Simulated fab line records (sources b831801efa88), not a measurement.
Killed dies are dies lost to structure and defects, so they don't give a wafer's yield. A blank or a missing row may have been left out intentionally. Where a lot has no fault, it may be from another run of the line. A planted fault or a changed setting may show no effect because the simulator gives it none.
Comparing a struck lot with a sound one -- flow sfq line -- 21 out of 325 route steps
Sound: these wafers, L828.1, L828.2, L828.5. Struck: wafers L835.1, L835.2, L835.6. The cause is given at the end.
Per side, at each step with rows, come the tool, then ch with its chambers, and then its first start. Under that, the readings that differ: sound wafers -- struck wafers -- difference of the means -- sigmas: that difference in standard deviations of wafers without a fault.
alike: same words and numbers on both sides, and readings whose means sit less than 2 such deviations apart. not compared: any withheld reading, any reading some wafer has no value for, any bound like >300 that may hide the same value, and any number with overlapping values for which the record gives no deviation.
Wherever a step has rows on one side only, a row that says differs or no value, or a row with sigmas, the two part there. Numbers that have no deviation but don't overlap get no sigmas and don't part them. Lack of a reading on every wafer of one side parts them only where that side has two or more wafers.

first, 3 steps without rows for these wafers: SFQ_TRILAYER_M3_LITHO_EXPOSE_076 (exposes mask M3, target cd 500 nm); SFQ_TRILAYER_M3_LITHO_PEB_078 (peb time 60 s); SFQ_TRILAYER_M3_LITHO_DEVELOP_077 (time 60 s).
SFQ_M3_OVL_MEAS_921:
  sound on overlay-01 at day 44 00:20; struck on overlay-01 at day 51 12:23
  alike: M3_OVL
SFQ_TRILAYER_M3_BARC_OPEN_METAL_ETCH_100: etches BARC in O2, target depth 125 nm, time 41.7 s.
  sound on rie metal-03 ch 0, day 44 00:22; struck on rie metal-04 ch 0,1, day 51 12:26
reading,sound,struck,difference,sigmas
drypump motor current A (A),6.6 6.6 6.6,5.1 6.4 5.1,-1.1,-2
  alike: chamber pressure mTorr, oes product au
  not compared: rf hours counter h
then, 1 step without rows for these wafers: SFQ_TRILAYER_M3_ETCH_METAL_ETCH_078 (etches Nb in Cl2/Ar, stops on SiO2, target depth 240 nm, time 120 s).
SFQ_TRILAYER_M3_STRIP_STRIP_079: strips in O2.
  sound on rie metal-03 ch 0, day 44 00:44; struck on rie metal-04 ch 0,1, day 51 12:37
reading,sound,struck,difference,sigmas
drypump motor current A (A),6.6 6.6 6.6,5.2 6.4 5.1,-1.0,-2
  alike: chamber pressure mTorr, oes product au
  not compared: rf hours counter h
then, 1 step without rows for these wafers: SFQ_TRILAYER_M3_STRIP_SOLV_CLEAN_080 (cleans in NMP, time 600 s).
SFQ_TRILAYER_I3_DEP_PECVD_081: deposits SiO2 from SiH4/N2O, time 111.11 s, target thk 500 nm.
  sound on pecvd-02 ch 0,1, day 44 02:07; struck on pecvd-02 ch 1,2, day 51 13:23
  alike: heater power w, showerhead vpp V, throttle valve pct
SFQ_TRILAYER_I3_CMP_CMP_082: polishes SiO2.
  sound on cmp-01 ch 1,2,3, day 44 12:54; struck on cmp-01 ch 0,2, day 51 23:48
reading,sound,struck,difference,sigmas
time to endpoint s (s),205 203 213,222 219 227,+16,+2
  alike: motor current A
SFQ_I3_BOW_MEAS_922:
  sound on film metro-01 at day 44 15:24; struck on film metro-01 at day 52 02:48
  alike: I3_BOW
after that, 1 step had no rows for these wafers: SFQ_TRILAYER_I3_METRO_MEASURE_083.
SFQ_TRILAYER_I3_VIA_LITHO_COAT_090: resist thk 62 nm.
  sound on litho track-04 ch 0, day 44 16:43; struck on litho track-04 ch 0, day 52 04:07
reading,sound,struck,difference,sigmas
spin speed rpm (rpm),3001.4 3002.4 2999.4,2951.6 2953.7 2955.0,-47.6,-24
model.BARC_of_TRILAYER_I3_VIA_LITHO_COAT_090.thk nm (nm),62.12 62.27 62.17,62.51 62.53 62.52,+0.33,
then, 5 steps without rows for these wafers: SFQ_TRILAYER_I3_VIA_LITHO_COAT_085 (resist thk 650 nm); SFQ_TRILAYER_I3_VIA_LITHO_SOFTBAKE_089; SFQ_TRILAYER_I3_VIA_LITHO_EXPOSE_086 (exposes mask I3, target cd 500 nm); SFQ_TRILAYER_I3_VIA_LITHO_PEB_088 (peb time 60 s); SFQ_TRILAYER_I3_VIA_LITHO_DEVELOP_087 (time 60 s).
-- the record jumps here: 5 days lie between the struck wafers' starts before and after --
SFQ_I3_OVL_MEAS_923:
  sound on overlay-01 at day 44 20:25; struck on overlay-02 at day 56 16:44
reading,sound,struck,difference,sigmas
I3_OVL (nm),4 -1 6,-19 -6 -13,-16,-3
SFQ_TRILAYER_I3_VIA_BARC_OPEN_VIA_ETCH_121: etches BARC in O2, target depth 125 nm, time 41.7 s.
  sound on rie diel-02 ch 1,3, day 44 20:27; struck on rie diel-03 ch 0,1,2, day 56 16:46
reading,sound,struck,difference,sigmas
model.etch.depth nm (nm),62.12 62.27 62.17,62.51 62.53 62.52,+0.33,
  alike: chamber pressure mTorr, drypump motor current A, oes product au
  not compared: rf hours counter h
SFQ_TRILAYER_I3_VIA_ETCH_VIA_ETCH_088: etches SiO2 in CHF3, stops on Nb, target depth 260 nm.
  sound on rie diel-02 ch 1,3, day 44 20:29; struck on rie diel-03 ch 0,1,2, day 56 16:49
  alike: chamber pressure mTorr, drypump motor current A, oes product au

## WHERE THEY PART
Earliest at SFQ_TRILAYER_M3_BARC_OPEN_METAL_ETCH_100; latest, in this record, at SFQ_I3_OVL_MEAS_923. Later steps at which nothing parts them and some readings are alike: SFQ_TRILAYER_I3_VIA_BARC_OPEN_VIA_ETCH_121, SFQ_TRILAYER_I3_VIA_ETCH_VIA_ETCH_088.

WHY: the cause the simulator had injected
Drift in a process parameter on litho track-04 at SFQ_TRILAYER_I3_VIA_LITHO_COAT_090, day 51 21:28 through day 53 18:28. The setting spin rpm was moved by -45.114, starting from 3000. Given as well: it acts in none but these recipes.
